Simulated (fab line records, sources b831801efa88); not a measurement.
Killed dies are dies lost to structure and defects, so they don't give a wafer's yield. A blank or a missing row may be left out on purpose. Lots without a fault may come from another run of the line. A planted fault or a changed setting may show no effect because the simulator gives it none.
Which tool did it? | flow sky130 | 24 lots, 72 wafers sampled, at 6 steps of a route of 708

WHAT THE GAUGES READ, wafer by wafer
SKY_LI_CONTACT_CD_MEAS_12: target cd 170 nm.
lot  | measured     | on        | cd_nm (nm)
L074 | day 29 00:05 | cd_sem-01 | 169.3 170.4 168.3
L075 | day 29 06:25 | cd_sem-02 | 169.4 169.6 169.6
L076 | day 29 14:31 | cd_sem-01 | 167.9 168.9 168.9
L077 | day 29 23:28 | cd_sem-02 | 169.6 169.0 168.3
L078 | day 30 09:29 | cd_sem-01 | 170.4 169.1 169.9
L079 | day 30 20:10 | cd_sem-02 | 168.7 169.4 168.2
L080 | day 30 22:13 | cd_sem-02 | 170.1 170.6 169.7
L081 | day 31 14:17 | cd_sem-01 | 171.5 171.0 170.2
L082 | day 32 03:47 | cd_sem-01 | 168.5 169.2 170.5
L083 | day 32 08:43 | cd_sem-02 | 170.5 170.4 170.7
L084 | day 32 14:52 | cd_sem-02 | 171.4 171.6 171.6
L085 | day 32 19:55 | cd_sem-02 | 168.6 169.2 169.3
L086 | day 33 07:25 | cd_sem-01 | 174.5 174.9 172.9
L087 | day 33 15:02 | cd_sem-01 | 170.1 170.8 170.1
L088 | day 33 17:13 | cd_sem-01 | 172.1 170.4 169.4
L089 | day 34 07:14 | cd_sem-01 | 172.0 172.1 171.0
L090 | day 34 11:58 | cd_sem-01 | 169.9 170.7 169.2
L091 | day 34 19:50 | cd_sem-01 | 169.2 168.7 170.6
L092 | day 34 22:08 | cd_sem-02 | 172.9 172.9 171.1
L094 | day 35 17:53 | cd_sem-01 | 171.9 170.5 169.5
L093 | day 35 21:33 | cd_sem-01 | 171.3 171.9 171.2
L095 | day 35 22:24 | cd_sem-01 | 169.7 169.1 168.6
L096 | day 36 05:18 | cd_sem-01 | 170.8 171.2 171.7
L097 | day 36 10:30 | cd_sem-01 | 173.5 173.8 173.9

SKY_METAL2_OVL_MEAS_16.
lot  | measured     | on         | METAL2_OVL (nm)
L074 | day 35 01:32 | overlay-02 | 2 -1 -2
L075 | day 35 05:41 | overlay-01 | 7 4 -4
L076 | day 35 14:29 | overlay-02 | 4 8 8
L077 | day 35 21:50 | overlay-02 | -1 -5 -2
L078 | day 36 07:43 | overlay-01 | 2 -13 -2
L079 | day 36 19:05 | overlay-02 | -11 1 -5
L080 | day 36 20:16 | overlay-02 | -11 -2 -6
L081 | day 37 09:35 | overlay-02 | 3 3 0
L082 | day 38 00:01 | overlay-01 | 7 9 3
L083 | day 38 03:36 | overlay-02 | -13 -5 -4
L084 | day 38 10:53 | overlay-01 | 1 3 0
L085 | day 38 13:41 | overlay-01 | 2 -5 -4
L086 | day 39 01:43 | overlay-02 | 5 5 4
L087 | day 39 08:23 | overlay-02 | 7 5 4
L088 | day 39 10:46 | overlay-01 | 0 -7 -1
L089 | day 39 23:53 | overlay-01 | 6 0 4
L090 | day 40 04:32 | overlay-02 | 5 -7 -3
L091 | day 40 11:44 | overlay-02 | -1 5 -1
L092 | day 40 13:29 | overlay-01 | 3 7 1
L094 | day 41 09:02 | overlay-01 | 10 9 11
L093 | day 41 11:09 | overlay-01 | 1 8 7
L095 | day 41 12:17 | overlay-02 | 5 0 9
L096 | day 41 17:59 | overlay-02 | 5 3 -2
L097 | day 41 23:01 | overlay-02 | 0 -6 -1

SKY_VIA3_CD_MEAS_12: target cd 200 nm.
lot  | measured     | on        | cd_nm (nm)
L074 | day 39 13:55 | cd_sem-01 | 201.6 201.3 202.1
L075 | day 39 17:22 | cd_sem-01 | 197.5 197.5 198.7
L076 | day 40 01:49 | cd_sem-02 | 201.5 202.5 199.8
L077 | day 40 08:35 | cd_sem-02 | 200.7 200.6 201.8
L078 | day 40 17:05 | cd_sem-02 | 198.1 199.0 199.1
L079 | day 41 03:53 | cd_sem-01 | 199.0 198.1 198.3
L080 | day 41 07:07 | cd_sem-02 | 200.7 199.4 200.9
L081 | day 41 17:55 | cd_sem-02 | 199.6 200.8 201.4
L082 | day 42 06:32 | cd_sem-02 | 200.0 200.6 199.0
L083 | day 42 11:28 | cd_sem-01 | 198.0 197.7 196.6
L084 | day 42 15:29 | cd_sem-02 | 204.2 204.2 203.6
L085 | day 42 19:01 | cd_sem-01 | 197.5 197.6 197.9
L086 | day 43 06:16 | cd_sem-01 | 200.1 201.3 200.8
L087 | day 43 13:10 | cd_sem-02 | 199.7 199.5 200.3
L088 | day 43 15:41 | cd_sem-01 | 200.2 202.4 199.6
L089 | day 44 02:31 | cd_sem-02 | 197.8 197.4 197.7
L090 | day 44 06:03 | cd_sem-02 | 201.2 200.6 200.7
L091 | day 44 13:28 | cd_sem-02 | 199.8 197.7 199.8
L092 | day 44 16:19 | cd_sem-01 | 199.6 201.3 199.9
L094 | day 45 09:47 | cd_sem-02 | 202.4 199.9 199.9
L093 | day 45 11:21 | cd_sem-02 | 200.2 199.4 198.9
L095 | day 45 12:13 | cd_sem-02 | 197.9 197.0 197.4
L096 | day 45 17:46 | cd_sem-01 | 199.2 200.6 200.2
L097 | day 45 21:44 | cd_sem-01 | 202.1 200.0 199.0

SKY_VIA4_BOW_MEAS_03.
lot  | measured     | on            | VIA4_BOW (um)
L074 | day 41 17:40 | film_metro-03 | 80 83 76
L075 | day 41 20:41 | film_metro-01 | 95 84 95
L076 | day 42 05:13 | film_metro-01 | 84 65 65
L077 | day 42 12:11 | film_metro-01 | 85 89 82
L078 | day 42 20:09 | film_metro-04 | 83 93 80
L079 | day 43 06:19 | film_metro-04 | 77 75 84
L080 | day 43 10:29 | film_metro-04 | 92 79 84
L081 | day 43 21:15 | film_metro-04 | 94 88 92
L082 | day 44 07:52 | film_metro-03 | 87 94 91
L083 | day 44 13:19 | film_metro-04 | 57 68 80
L084 | day 44 16:34 | film_metro-01 | 81 80 86
L085 | day 44 19:12 | film_metro-04 | 69 82 69
L086 | day 45 06:49 | film_metro-01 | 79 76 71
L087 | day 45 13:29 | film_metro-03 | 87 61 67
L088 | day 45 16:17 | film_metro-01 | 78 81 94
L089 | day 46 00:23 | film_metro-03 | 101 83 98
L090 | day 46 05:43 | film_metro-03 | 85 79 84
L091 | day 46 12:27 | film_metro-04 | 81 83 97
L092 | day 46 14:28 | film_metro-03 | 87 80 77
L094 | day 47 06:50 | film_metro-04 | 78 77 78
L093 | day 47 07:27 | film_metro-04 | 87 87 77
L095 | day 47 08:54 | film_metro-03 | 85 79 73
L096 | day 47 14:10 | film_metro-01 | 78 87 83
L097 | day 47 18:06 | film_metro-04 | 79 76 79

WHICH TOOL RAN EACH LOT (tool, then ch and the chambers of the sampled wafers, then the start)
lot  | SKY_METAL3_SPUTTER_04        | SKY_VIA3_ETCH_14
L074 | pvd_sputter-02, day 36 06:41 | rie_diel-04 ch 0,1,2, day 39 14:05
L075 | pvd_sputter-04, day 36 11:09 | rie_diel-04 ch 1,2, day 39 17:30
L076 | pvd_sputter-04, day 36 20:10 | rie_diel-01 ch 1,2,3, day 40 01:59
L077 | pvd_sputter-01, day 37 02:35 | rie_diel-03 ch 0,2,3, day 40 08:43
L078 | pvd_sputter-01, day 37 12:31 | rie_diel-03 ch 2,3, day 40 17:12
L079 | pvd_sputter-01, day 37 23:26 | rie_diel-03 ch 0,2,3, day 41 04:01
L080 | pvd_sputter-01, day 38 01:36 | rie_diel-04 ch 0,1,3, day 41 07:15
L081 | pvd_sputter-02, day 38 14:16 | rie_diel-01 ch 0,2, day 41 18:04
L082 | pvd_sputter-04, day 39 04:46 | rie_diel-01 ch 0,1,3, day 42 06:40
L083 | pvd_sputter-01, day 39 08:02 | rie_diel-03 ch 1,2,3, day 42 11:36
L084 | pvd_sputter-01, day 39 15:12 | rie_diel-01 ch 1,2,3, day 42 15:38
L085 | pvd_sputter-01, day 39 17:57 | rie_diel-04 ch 0,1,2, day 42 19:10
L086 | pvd_sputter-01, day 40 05:14 | rie_diel-03 ch 0,1,2, day 43 06:25
L087 | pvd_sputter-04, day 40 11:53 | rie_diel-03 ch 1,2,3, day 43 13:17
L088 | pvd_sputter-04, day 40 16:17 | rie_diel-01 ch 1,3, day 43 15:51
L089 | pvd_sputter-02, day 41 02:47 | rie_diel-03 ch 0,1,2, day 44 02:40
L090 | pvd_sputter-04, day 41 07:15 | rie_diel-01 ch 0,3, day 44 06:11
L091 | pvd_sputter-04, day 41 14:44 | rie_diel-04 ch 1,2, day 44 13:36
L092 | pvd_sputter-04, day 41 17:52 | rie_diel-03 ch 0,2,3, day 44 16:28
L094 | pvd_sputter-04, day 42 11:32 | rie_diel-03 ch 0,1, day 45 09:56
L093 | pvd_sputter-04, day 42 13:43 | rie_diel-04 ch 0,2,3, day 45 11:27
L095 | pvd_sputter-01, day 42 14:59 | rie_diel-01 ch 0,2, day 45 12:20
L096 | pvd_sputter-04, day 42 20:31 | rie_diel-03 ch 2,3, day 45 17:52
L097 | pvd_sputter-01, day 43 01:59 | rie_diel-03 ch 0,1,3, day 45 21:51
- SKY_METAL3_SPUTTER_04: material TiN, target thk 70 nm, time 58.3 s.
- SKY_VIA3_ETCH_14: etches BARC in N2/H2, stops on SiO2, time 45.9 s, target depth 60 nm.

WHAT THE TOOLS THEMSELVES READ (means of the sampled wafers that have a number; where no wafer has one, the mark that the record gives instead)
SKY_METAL3_SPUTTER_04.
lot  | tool           | chamber_pressure_pa (Pa) | throttle_valve_pct (%)
L074 | pvd_sputter-02 | 0.3997                   | 29.6
L075 | pvd_sputter-04 | 0.4002                   | 30.2
L076 | pvd_sputter-04 | 0.3997                   | 29.2
L077 | pvd_sputter-01 | 0.3997                   | 30.0
L078 | pvd_sputter-01 | 0.4005                   | 30.5
L079 | pvd_sputter-01 | 0.4003                   | 30.3
L080 | pvd_sputter-01 | 0.3997                   | 30.0
L081 | pvd_sputter-02 | 0.4004                   | 30.6
L082 | pvd_sputter-04 | 0.3999                   | 30.1
L083 | pvd_sputter-01 | 0.3990                   | 29.9
L084 | pvd_sputter-01 | 0.3999                   | 30.5
L085 | pvd_sputter-01 | 0.4006                   | 30.2
L086 | pvd_sputter-01 | 0.3989                   | 30.0
L087 | pvd_sputter-04 | 0.3992                   | 28.9
L088 | pvd_sputter-04 | 0.3999                   | 30.1
L089 | pvd_sputter-02 | 0.4003                   | 30.1
L090 | pvd_sputter-04 | 0.3998                   | 30.6
L091 | pvd_sputter-04 | 0.4007                   | 30.1
L092 | pvd_sputter-04 | 0.3994                   | 30.1
L094 | pvd_sputter-04 | 0.3999                   | 30.5
L093 | pvd_sputter-04 | 0.4000                   | 30.5
L095 | pvd_sputter-01 | 0.4005                   | 29.8
L096 | pvd_sputter-04 | 0.4005                   | 30.0
L097 | pvd_sputter-01 | 0.3998                   | 29.9

SKY_VIA3_ETCH_14.
lot  | tool        | drypump_motor_current_A (A) | n2_flow_sccm (sccm) | oes_product_au (a.u.) | throttle_valve_pct (%)
L074 | rie_diel-04 | 5.5                         | 100.1               | 0.851                 | 13.228
L075 | rie_diel-04 | 5.5                         | 100.1               | 0.853                 | 13.228
L076 | rie_diel-01 | 5.7                         | 99.7                | 0.854                 | 13.224
L077 | rie_diel-03 | 6.0                         | 100.0               | 0.854                 | 13.220
L078 | rie_diel-03 | 6.4                         | 99.6                | 0.858                 | 13.223
L079 | rie_diel-03 | 6.0                         | 99.8                | 0.858                 | 13.224
L080 | rie_diel-04 | 5.5                         | 100.0               | 0.855                 | 13.230
L081 | rie_diel-01 | 5.2                         | 100.2               | 0.857                 | 13.228
L082 | rie_diel-01 | 5.7                         | 100.0               | 0.854                 | 13.226
L083 | rie_diel-03 | 6.4                         | 100.4               | 0.854                 | 13.213
L084 | rie_diel-01 | 5.7                         | 100.2               | 0.852                 | 13.219
L085 | rie_diel-04 | 5.6                         | 100.1               | 0.857                 | 13.228
L086 | rie_diel-03 | 6.0                         | 99.6                | 0.859                 | 13.221
L087 | rie_diel-03 | 6.4                         | 100.0               | 0.856                 | 13.221
L088 | rie_diel-01 | 6.1                         | 100.4               | 0.856                 | 13.224
L089 | rie_diel-03 | 6.0                         | 99.8                | 0.851                 | 13.220
L090 | rie_diel-01 | 5.2                         | 100.1               | 0.860                 | 13.227
L091 | rie_diel-04 | 5.5                         | 100.4               | 0.855                 | 13.231
L092 | rie_diel-03 | 6.0                         | 100.2               | 0.852                 | 13.220
L094 | rie_diel-03 | 6.0                         | 99.9                | 0.853                 | 13.220
L093 | rie_diel-04 | 5.4                         | 99.8                | 0.854                 | 13.226
L095 | rie_diel-01 | 5.2                         | 99.8                | 0.858                 | 13.222
L096 | rie_diel-03 | 6.4                         | 100.5               | 0.855                 | 13.219
L097 | rie_diel-03 | 6.0                         | 100.0               | 0.855                 | 13.235

THE ANSWER, worked out from the rows above alone
Rule: what is usual is taken from the lots themselves. Put in order of their means at a reading, lots are off if they are a third of the lots or fewer, leave a main group of 4 or more, and stand apart from it by a gap of 3 or more times the standard deviation of the main group's means; of several such gaps the widest counts. A main group whose means are all the same, to the digits that the tables above print for the reading, isn't used. A lot without any number at a reading at which 4 lots or more have one is off too. The other lots that the step has rows for count as sound. The gauges are gone through in route order, then the tools' own readings, and for those a lot's mean is taken as printed above. The first step at which some lot is off is used, and at that step the reading that is off furthest; a lot without a number counts as furthest.
No lot is off at any reading shown: from this, nothing can be told.

WHAT THE SIMULATOR HAD PUT IN
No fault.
